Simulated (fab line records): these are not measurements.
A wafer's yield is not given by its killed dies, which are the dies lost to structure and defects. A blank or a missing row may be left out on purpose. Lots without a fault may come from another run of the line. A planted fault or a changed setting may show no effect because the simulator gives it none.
fab line records | flow gf180mcu
record lots=6 | wafers=18 | lastDay=33
route steps=602 shown V4@494 MIM@503
lots with no fault: from the same line, run without faults
startH: the number of hours between the record's first day and the start of the first shown wafer of the lot | waitH: hours elapsed since this lot's preceding step | " the same as in the row above | L1.1+2: one row covering several wafers at once | - either no value or no given start | * or withheld: withheld | < > ~ a bound
route shown NAME@n: a module of which the file shows steps, and the number in the route of the first | usual: mean and standard deviation over wafers with no fault | same: alike in all rows | chamber/n: place in a boat | sites: the reading at each site | _std_site: how widely they spread, as a standard deviation | _edge_site: inner sites' mean taken away from outer sites' mean | radiusMm: for every site, how far away it sits from the centre of the wafer | mask NAME#n: copy n | behind: the most recent tool/chamber to have shaped the wafer | hold: what put the lot on hold/how long, in hours/how the hold closed | device: the transistor (n, p or np) that didn't switch | end of line: at the end of the route, the tests of the same wafers | where a step has no rows: the recipe by itself | killed: dies lost to structure and defects at the first sort, not the wafer's yield | map: a wafer's dies, x killed, . not, _ none there
set.NAME: setting as actually run; set.NAME@STEP: the setting as run at that earlier step | model.NAME: the simulator's own value behind a step, which no gauge read
lots at selected steps of the route; one table per step, one row per wafer
services: the hour from which a tool's chamber was out of use, counted from the record's first day as startH (under 0 if before that day), plus the number of hours and why
## steps
# step GF_V4_STRIP_18
# recipe chemistry=O2/N2 | powerW=1400 | pressureMtorr=1500 | platenTempC=250 | o2FlowSccm=3000 | n2FlowSccm=300 | overashFraction=0.5
# usual drypumpMotorCurrentA=5.9/0.53 | heaterPowerW=326/20 | oesProductAu=0.592/0.0052
lot.wafer | tool           | chamber | startH | waitH | drypumpMotorCurrentA | heaterPowerW | oesProductAu | rfHoursCounterH
L337.1    | plasmaAsher-01 | 1       | 593.06 | -     | 5.3                  | 347          | 0.594        | 15
L337.2    | "              | 0       | "      | "     | 5.8                  | 303          | 0.586        | 15
L337.5    | "              | 1       | "      | "     | 5.3                  | 353          | 0.591        | -
L338.2    | plasmaAsher-04 | 1       | 610.23 | -     | 5.4                  | 319          | 0.589        | 49
L338.3    | "              | 0       | "      | "     | 5.5                  | 306          | 0.593        | -
L338.5    | "              | 1       | "      | "     | 5.4                  | 315          | 0.595        | -
L343.1    | plasmaAsher-01 | 0       | 656.83 | -     | 5.8                  | 316          | 0.600        | 22
L343.3    | "              | 1       | "      | "     | 5.3                  | 347          | 0.587        | -
L343.4    | "              | 0       | "      | "     | 5.7                  | 310          | 0.598        | -
L346.1    | plasmaAsher-01 | 1       | 668.33 | -     | 5.3                  | 357          | 0.595        | 23
L346.3    | "              | 1       | "      | "     | 5.3                  | 345          | 0.589        | -
L346.5    | "              | 1       | "      | "     | 5.3                  | 345          | 0.590        | -
L350.3    | plasmaAsher-04 | 1       | 695.36 | -     | 5.4                  | 326          | 0.591        | -
L350.5    | "              | 0       | "      | "     | 5.5                  | 309          | 0.593        | -
L350.6    | "              | 1       | "      | "     | 5.4                  | 324          | 0.587        | -
L355.1    | plasmaAsher-04 | 0       | 724.98 | -     | 5.5                  | 313          | 0.593        | 61
L355.4    | "              | 1       | "      | "     | 5.4                  | 320          | 0.584        | -
L355.6    | "              | 0       | "      | "     | 5.5                  | 311          | 0.607        | -
# step GF_V4_STRIP_19
# recipe chemistry=postEtchResidueRemover | timeS=1200 | tempC=72.5
# step GF_V4_CLEAN_20
# recipe chemistry=DIW | dry=n2Spin
# step GF_V4_SPUTTER_21
# recipe material=Ti | targetThkNm=15 | chamberPressurePa=5 | powerW=2500 | substrateTempC=200 | timeS=80.02
# usual cathodeDcPowerW=2500.0/0.53 | chamberPressurePa=5.001/0.01 | substrateTempC=200.02/0.17 | throttleValvePct=30.3/1.3
lot.wafer | tool          | chamber | startH | waitH | cathodeDcPowerW | chamberPressurePa | substrateTempC | throttleValvePct
L337.1    | pvdSputter-03 | -       | 593.59 | 0.0   | 2500.1          | 4.986             | 199.84         | 30.4
L337.2    | "             | -       | "      | "     | 2500.7          | 4.999             | 200.10         | 30.6
L337.5    | "             | -       | "      | "     | 2500.8          | 5.011             | 200.31         | 30.7
L338.2    | pvdSputter-02 | -       | 610.76 | 0.0   | 2499.8          | 5.001             | 200.01         | 31.6
L338.3    | "             | -       | "      | "     | 2499.6          | 5.020             | 200.03         | 31.9
L338.5    | "             | -       | "      | "     | 2500.2          | 5.000             | 200.01         | 26.9
L343.1    | pvdSputter-02 | -       | 657.40 | 0.0   | 2499.2          | 5.011             | 200.24         | 31.4
L343.3    | "             | -       | "      | "     | 2499.9          | 5.016             | 200.01         | 29.7
L343.4    | "             | -       | "      | "     | 2498.8          | 4.991             | 200.30         | 27.3
L346.1    | pvdSputter-02 | -       | 668.86 | 0.0   | 2500.0          | 4.995             | 199.85         | 31.5
L346.3    | "             | -       | "      | "     | 2501.0          | 4.984             | 200.19         | 27.3
L346.5    | "             | -       | "      | "     | 2499.5          | 4.984             | 200.02         | 30.0
L350.3    | pvdSputter-01 | -       | 695.86 | 0.0   | 2499.4          | 5.001             | 200.28         | 31.4
L350.5    | "             | -       | "      | "     | 2499.9          | 4.995             | 199.55         | 29.6
L350.6    | "             | -       | "      | "     | 2500.2          | 4.993             | 200.14         | 31.4
L355.1    | pvdSputter-03 | -       | 725.55 | 0.0   | 2500.0          | 5.007             | 200.34         | 28.9
L355.4    | "             | -       | "      | "     | 2499.9          | 5.004             | 199.89         | 30.9
L355.6    | "             | -       | "      | "     | 2499.8          | 5.020             | 199.78         | 30.6
# step GF_V4_SPUTTER_22
# recipe material=TiN | targetThkNm=10 | chamberPressurePa=5 | powerW=4000 | timeS=40
# usual cathodeDcPowerW=3999.9/0.75 | chamberPressurePa=5.000/0.01 | throttleValvePct=30.3/1.2
lot.wafer | tool          | chamber | startH | waitH | cathodeDcPowerW | chamberPressurePa | throttleValvePct
L337.1    | pvdSputter-03 | -       | 593.65 | 0.0   | 4000.0          | 4.995             | 30.4
L337.2    | "             | -       | "      | "     | 3999.7          | 4.997             | 30.7
L337.5    | "             | -       | "      | "     | 4000.4          | 4.999             | 30.5
L338.2    | pvdSputter-02 | -       | 610.83 | 0.0   | 4000.5          | 4.998             | 31.5
L338.3    | "             | -       | "      | "     | 4001.1          | 5.005             | 31.3
L338.5    | "             | -       | "      | "     | 4000.0          | 5.007             | 27.1
L343.1    | pvdSputter-02 | -       | 657.46 | 0.0   | 4000.5          | 5.021             | 31.6
L343.3    | "             | -       | "      | "     | 4000.5          | 5.003             | 29.6
L343.4    | "             | -       | "      | "     | 3999.7          | 5.014             | 27.4
L346.1    | pvdSputter-02 | -       | 668.93 | 0.0   | 3997.8          | 5.017             | 31.2
L346.3    | "             | -       | "      | "     | 3999.7          | 4.983             | 27.3
L346.5    | "             | -       | "      | "     | 3999.9          | 5.003             | 29.9
L350.3    | pvdSputter-01 | -       | 695.92 | 0.0   | 4000.7          | 5.011             | 31.4
L350.5    | "             | -       | "      | "     | 3998.7          | 4.998             | 29.6
L350.6    | "             | -       | "      | "     | 3997.9          | 5.017             | 31.6
L355.1    | pvdSputter-03 | -       | 725.61 | 0.0   | 3999.3          | 4.983             | 29.3
L355.4    | "             | -       | "      | "     | 3998.6          | 4.994             | 30.8
L355.6    | "             | -       | "      | "     | 3999.2          | 5.008             | 30.5
# step GF_V4_CVD_23
# recipe material=W | targetThkNm=350 | timeS=104.9 | tempC=400 | pressureTorr=40
# step GF_V4_RS_MEAS_24
# recipe thkMeasGauge=four-point-probe | reads=W_of_V4_CVD_23+TiN_of_V4_SPUTTER_22+Ti_of_V4_SPUTTER_21
# usual V4_W_RS=0.331/0.0037
lot.wafer | tool         | chamber | startH | waitH | V4_W_RS[ohm/sq]
L337.1    | filmMetro-03 | -       | 593.80 | 0.1   | 0.331
L337.2    | "            | -       | "      | "     | 0.327
L337.5    | "            | -       | "      | "     | 0.331
L338.2    | filmMetro-01 | -       | 611.00 | 0.1   | 0.329
L338.3    | "            | -       | "      | "     | 0.329
L338.5    | "            | -       | "      | "     | 0.329
L343.1    | filmMetro-03 | -       | 657.72 | 0.2   | 0.329
L343.3    | "            | -       | "      | "     | 0.331
L343.4    | "            | -       | "      | "     | 0.329
L346.1    | filmMetro-01 | -       | 669.08 | 0.1   | 0.325
L346.3    | "            | -       | "      | "     | 0.331
L346.5    | "            | -       | "      | "     | 0.328
L350.3    | filmMetro-01 | -       | 696.22 | 0.2   | 0.330
L350.5    | "            | -       | "      | "     | 0.329
L350.6    | "            | -       | "      | "     | 0.331
L355.1    | filmMetro-01 | -       | 725.77 | 0.1   | 0.328
L355.4    | "            | -       | "      | "     | 0.331
L355.6    | "            | -       | "      | "     | 0.331
# step GF_V4_THK_MEAS_25
# recipe thkMeasGauge=xrf | reads=W_of_V4_CVD_23
# usual V4_W_THK=351/5.7
lot.wafer | tool         | chamber | startH | waitH | V4_W_THK[nm]
L337.1    | filmMetro-03 | -       | 593.92 | 0.1   | 355
L337.2    | "            | -       | "      | "     | 360
L337.5    | "            | -       | "      | "     | 356
L338.2    | filmMetro-01 | -       | 611.11 | 0.1   | 349
L338.3    | "            | -       | "      | "     | 346
L338.5    | "            | -       | "      | "     | 347
L343.1    | filmMetro-03 | -       | 657.84 | 0.1   | 352
L343.3    | "            | -       | "      | "     | 349
L343.4    | "            | -       | "      | "     | 351
L346.1    | filmMetro-01 | -       | 669.20 | 0.1   | 358
L346.3    | "            | -       | "      | "     | 351
L346.5    | "            | -       | "      | "     | 353
L350.3    | filmMetro-01 | -       | 696.32 | 0.1   | 351
L350.5    | "            | -       | "      | "     | 350
L350.6    | "            | -       | "      | "     | 348
L355.1    | filmMetro-01 | -       | 725.89 | 0.1   | 348
L355.4    | "            | -       | "      | "     | 347
L355.6    | "            | -       | "      | "     | 347
# step GF_V4_CMP_26
# recipe stopOn=SiO2 | downForcePsi=3.5 | platenRpm=60 | tOverpolishS=15 | targetThkNm=0 | padVelocityMS=0.94248
# usual edgeZonePressureFrac=1.000/0.0047 | headPressurePsi=3.500/0.0078 | motorCurrentA=11.4/0.97 | overpolishRunS=15.000/0.01 | retainingRingPressureFrac=1.000/0.0049 | timeToEndpointS=84/3.1
lot.wafer | tool   | chamber | startH | waitH | edgeZonePressureFrac | headPressurePsi | motorCurrentA | overpolishRunS | retainingRingPressureFrac | timeToEndpointS
L337.1    | cmp-02 | 2       | 593.98 | 0.1   | 1.001                | 3.505           | 11.6          | 14.997         | 0.996                     | 79
L337.2    | "      | 1       | "      | "     | 0.997                | 3.502           | 10.5          | 15.005         | 0.991                     | 83
L337.5    | "      | 3       | "      | "     | 1.005                | 3.493           | 13.2          | 14.998         | 0.994                     | 81
L338.2    | cmp-01 | 2       | 611.16 | 0.0   | 1.002                | 3.490           | 11.0          | 14.997         | 1.007                     | 86
L338.3    | "      | 0       | "      | "     | 1.010                | 3.503           | 11.8          | 15.007         | 0.995                     | 82
L338.5    | "      | 3       | "      | "     | 0.997                | 3.507           | 10.1          | 14.995         | 0.997                     | 81
L343.4    | cmp-01 | 1       | 657.95 | 0.1   | 0.996                | 3.508           | 10.8          | 14.997         | 1.000                     | 86
L343.1    | "      | 2       | "      | "     | 1.003                | 3.511           | 11.6          | 15.001         | 0.990                     | 86
L343.3    | "      | 3       | "      | "     | 1.000                | 3.491           | 9.9           | 14.998         | 0.997                     | 85
L346.3    | cmp-01 | 2       | 669.26 | 0.0   | 0.996                | 3.486           | 11.5          | 14.999         | 1.003                     | 85
L346.1    | "      | 1       | "      | "     | 0.995                | 3.491           | 10.8          | 14.982         | 1.003                     | 86
L346.5    | "      | 3       | "      | "     | 0.996                | 3.507           | 9.8           | 14.986         | 0.993                     | 82
L350.3    | cmp-02 | 3       | 696.46 | 0.1   | 1.001                | 3.496           | 12.4          | 15.001         | 0.996                     | 83
L350.6    | "      | 1       | "      | "     | 1.004                | 3.504           | 10.4          | 15.000         | 0.999                     | 86
L350.5    | "      | 2       | "      | "     | 0.998                | 3.508           | 10.5          | 14.996         | 1.004                     | 83
L355.4    | cmp-02 | 3       | 725.95 | 0.0   | 1.003                | 3.503           | 12.5          | 14.990         | 1.010                     | 82
L355.1    | "      | 2       | "      | "     | 1.002                | 3.510           | 11.4          | 14.988         | 0.999                     | 84
L355.6    | "      | 0       | "      | "     | 1.003                | 3.493           | 12.1          | 14.980         | 0.998                     | 89
# step GF_MIM_SPUTTER_00
# recipe material=Ti | targetThkNm=37.5 | arrivingIonEnergyEv=80 | substrateTempC=200 | chamberPressurePa=2 | powerW=4000 | timeS=150
# usual cathodeDcPowerW=4000.0/0.74 | chamberPressurePa=2.001/0.0039 | substrateTempC=200.01/0.16 | throttleValvePct=30.5/1.1
lot.wafer | tool          | chamber | startH | waitH | cathodeDcPowerW | chamberPressurePa | substrateTempC | throttleValvePct
L337.1    | pvdSputter-04 | -       | 594.28 | 0.2   | 4000.0          | 2.006             | 200.08         | 31.7
L337.2    | "             | -       | "      | "     | 4000.3          | 2.003             | 199.82         | 31.2
L337.5    | "             | -       | "      | "     | 3999.0          | 2.002             | 200.24         | 31.8
L338.2    | pvdSputter-04 | -       | 611.46 | 0.2   | 3999.4          | 2.003             | 200.08         | 31.5
L338.3    | "             | -       | "      | "     | 4000.6          | 1.996             | 199.65         | 31.2
L338.5    | "             | -       | "      | "     | 3999.6          | 2.002             | 199.97         | 31.8
L343.1    | pvdSputter-03 | -       | 658.20 | 0.1   | 4000.5          | 1.994             | 200.04         | 30.3
L343.3    | "             | -       | "      | "     | 3999.3          | 1.996             | 199.75         | 30.9
L343.4    | "             | -       | "      | "     | 4000.6          | 1.998             | 200.17         | 30.3
L346.1    | pvdSputter-04 | -       | 669.56 | 0.1   | 4000.3          | 1.999             | 200.24         | 30.6
L346.3    | "             | -       | "      | "     | 3999.8          | 2.000             | 200.05         | 31.9
L346.5    | "             | -       | "      | "     | 3999.1          | 2.000             | 200.12         | 31.6
L350.3    | pvdSputter-04 | -       | 696.66 | 0.1   | 4000.8          | 2.004             | 200.09         | 31.0
L350.5    | "             | -       | "      | "     | 4000.4          | 1.997             | 200.12         | 31.6
L350.6    | "             | -       | "      | "     | 4000.5          | 2.003             | 200.31         | 31.2
L355.1    | pvdSputter-02 | -       | 726.25 | 0.1   | 3999.9          | 1.996             | 199.98         | 29.7
L355.4    | "             | -       | "      | "     | 3999.2          | 1.996             | 200.17         | 31.7
L355.6    | "             | -       | "      | "     | 3999.1          | 2.001             | 199.87         | 29.9
# step GF_MIM_SPUTTER_01
# recipe material=TiN | targetThkNm=30 | powerW=6500 | timeS=25.48 | chamberPressurePa=0.4
# step GF_MIM_SPUTTER_02
# recipe material=AlCu | targetThkNm=450 | powerW=10600 | timeS=23.9 | chamberPressurePa=0.4
# step GF_MIM_SPUTTER_03
# recipe material=Ti | targetThkNm=10 | substrateTempC=300 | chamberPressurePa=0.3 | powerW=3000 | timeS=6.7
# usual cathodeDcPowerW=3000.0/0.56 | chamberPressurePa=0.3000/0.00062 | substrateTempC=300.01/0.22 | throttleValvePct=30.5/1.1
lot.wafer | tool          | chamber | startH | waitH | cathodeDcPowerW | chamberPressurePa | substrateTempC | throttleValvePct
L337.1    | pvdSputter-04 | -       | 594.44 | 0.0   | 3000.4          | 0.3002            | 299.97         | 31.6
L337.2    | "             | -       | "      | "     | 2999.1          | 0.2994            | 300.23         | 30.8
L337.5    | "             | -       | "      | "     | 3000.1          | 0.3003            | 300.11         | 31.4
L338.2    | pvdSputter-04 | -       | 611.62 | 0.0   | 3000.2          | 0.2996            | 299.86         | 31.7
L338.3    | "             | -       | "      | "     | 2999.3          | 0.3000            | 300.34         | 31.3
L338.5    | "             | -       | "      | "     | 3000.7          | 0.2996            | 299.93         | 31.6
L343.1    | pvdSputter-03 | -       | 658.36 | 0.0   | -               | -                 | -              | -
L343.3    | "             | -       | "      | "     | -               | -                 | -              | -
L343.4    | "             | -       | "      | "     | -               | -                 | -              | -
L346.1    | pvdSputter-04 | -       | 669.72 | 0.0   | -               | -                 | -              | -
L346.3    | "             | -       | "      | "     | -               | -                 | -              | -
L346.5    | "             | -       | "      | "     | -               | -                 | -              | -
L350.3    | pvdSputter-04 | -       | 696.82 | 0.0   | 2999.8          | 0.3004            | 300.04         | 31.1
L350.5    | "             | -       | "      | "     | 3000.6          | 0.2987            | 300.05         | 31.5
L350.6    | "             | -       | "      | "     | 3000.9          | 0.2996            | 300.32         | 31.1
L355.1    | pvdSputter-02 | -       | 726.41 | 0.0   | 2998.6          | 0.2997            | 299.99         | 29.8
L355.4    | "             | -       | "      | "     | 2999.9          | 0.3002            | 299.63         | 31.4
L355.6    | "             | -       | "      | "     | 3000.4          | 0.2998            | 299.93         | 29.9
# step GF_MIM_SPUTTER_04
# recipe material=TiN | targetThkNm=50 | powerW=6500 | timeS=41.7 | chamberPressurePa=0.4
## services
tool          | chamber | startH | hours | kind
cmp-01        | -       | 572.16 | 4.0   | pm
pvdSputter-04 | -       | 574.91 | 3.3   | repair
cmp-01        | -       | 576.16 | -     | consumableReplace:conditioner
cmp-01        | -       | 576.16 | -     | consumableReplace:pad
cmp-02        | -       | 576.16 | 8.2   | pm
pvdSputter-01 | -       | 584.11 | 3.1   | repair
cmp-02        | -       | 596.35 | 0.3   | repair
pvdSputter-04 | -       | 598.76 | 6.2   | repair
pvdSputter-02 | -       | 600.47 | 3.8   | repair
pvdSputter-01 | -       | 635.58 | 1.7   | repair
cmp-02        | -       | 659.28 | 11.0  | repair
cmp-02        | -       | 659.65 | 1.3   | repair
pvdSputter-02 | -       | 667.29 | 0.6   | repair
pvdSputter-03 | -       | 694.33 | 2.5   | repair
cmp-02        | -       | 697.31 | 1.0   | repair
cmp-01        | -       | 710.37 | 1.0   | repair
## key
firstSign step=GF_MIM_SPUTTER_03 | reading=toolRecord | direction=missing
effect none on later readings
metAt GF_MIM_SPUTTER_03
struckWafers L343.1,L343.3,L343.4,L346.1,L346.3,L346.5
laterRowsLeftOut L343.1,L343.3,L343.4,L346.1,L346.3,L346.5
sortLeftOut L343.1,L343.3,L343.4,L346.1,L346.3,L346.5
testerLeftOut L346
onsetBetween 611.62 658.36
earlierFault kind=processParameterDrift | tool=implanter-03 | chamber=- | onsetH=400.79 | steps=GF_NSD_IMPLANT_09 | channel=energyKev | offset=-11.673 | shape=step | endH=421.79 | actsIn=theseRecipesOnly | stated=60
fault kind=skippedStepWhole | tool=pvdSputter-03,pvdSputter-04 | chamber=- | onsetH=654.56 | steps=GF_MIM_SPUTTER_03 | scope=struckLotsOnly
# testerLeftOut: of these lots the tester's yield and bins aren't shown, on N5 and GAA mostly nor the transistor test; their killed dies are dies lost to structure and defects alone, not to doping, threshold or leakage, so they don't give the yield
# sortLeftOut: the simulated sort isn't trusted on such a fault, so these wafers' sort isn't shown, and their yield isn't known
# laterRowsLeftOut: the simulator's readings of these wafers behind a module that went badly wrong aren't trusted and aren't shown, but for the sort
